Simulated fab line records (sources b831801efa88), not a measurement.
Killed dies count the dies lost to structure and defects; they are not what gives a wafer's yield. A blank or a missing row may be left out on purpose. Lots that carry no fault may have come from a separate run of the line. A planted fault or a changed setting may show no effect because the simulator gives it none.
Matching of chambers -- flow sfq_line -- SFQ_TRILAYER_I7_CMP_CMP_184 on cmp-02 has 4 sister chambers
The step polishes SiO2. 8 wafers are shown with their chamber, then 8 later ones without.

WAFERS, EACH WITH ITS CHAMBER
wafer,chamber,motor_current_A (A),time_to_endpoint_s (s)
L130.4,1,9.3,211
L131.3,2,9.7,228
L131.5,3,11.3,215
L131.6,0,10.0,221
L132.3,1,8.9,210
L132.4,0,9.3,206
L132.2,3,10.6,197
L133.1,2,9.7,214

WAFERS MISSING THEIR CHAMBER
wafer,motor_current_A (A),time_to_endpoint_s (s)
L133.2,10.3,209
L133.6,10.8,204
L134.3,9.2,217
L134.4,9.6,232
L134.6,10.1,222
L146.3,9.7,209
L146.4,11.9,197
L146.6,10.8,207

THE CHAMBER EACH PASSED THROUGH
wafer,from the rows above,in truth
L133.2,can't be placed: 3 or 0 or 2 or 1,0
L133.6,3,3
L134.3,can't be placed: 1 or 0 or 2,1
L134.4,can't be placed: 2 or 0 or 1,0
L134.6,can't be placed: 2 or 0 or 3 or 1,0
L146.3,can't be placed: 0 or 2 or 1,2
L146.4,3,3
L146.6,3,3
Correctly placed: 3 of 8. Cannot be placed on the basis of these rows: 5; the candidates contain the true chamber in 5. 0 placed wrongly.
How it was worked out, from the rows above alone: a wafer's distance from a chamber is the root of the sum, over the readings, of the square of ((its reading less the chamber's mean) divided by the reading's scatter). The wafer belongs to the nearest chamber; if the next one is less than 2 further off, it can't be placed. A chamber's mean is the mean of its shown wafers. The scatter is the square root of a quotient: the sum, over the shown wafers, of each reading's squared deviation from its chamber's mean, divided by wafers minus chambers.
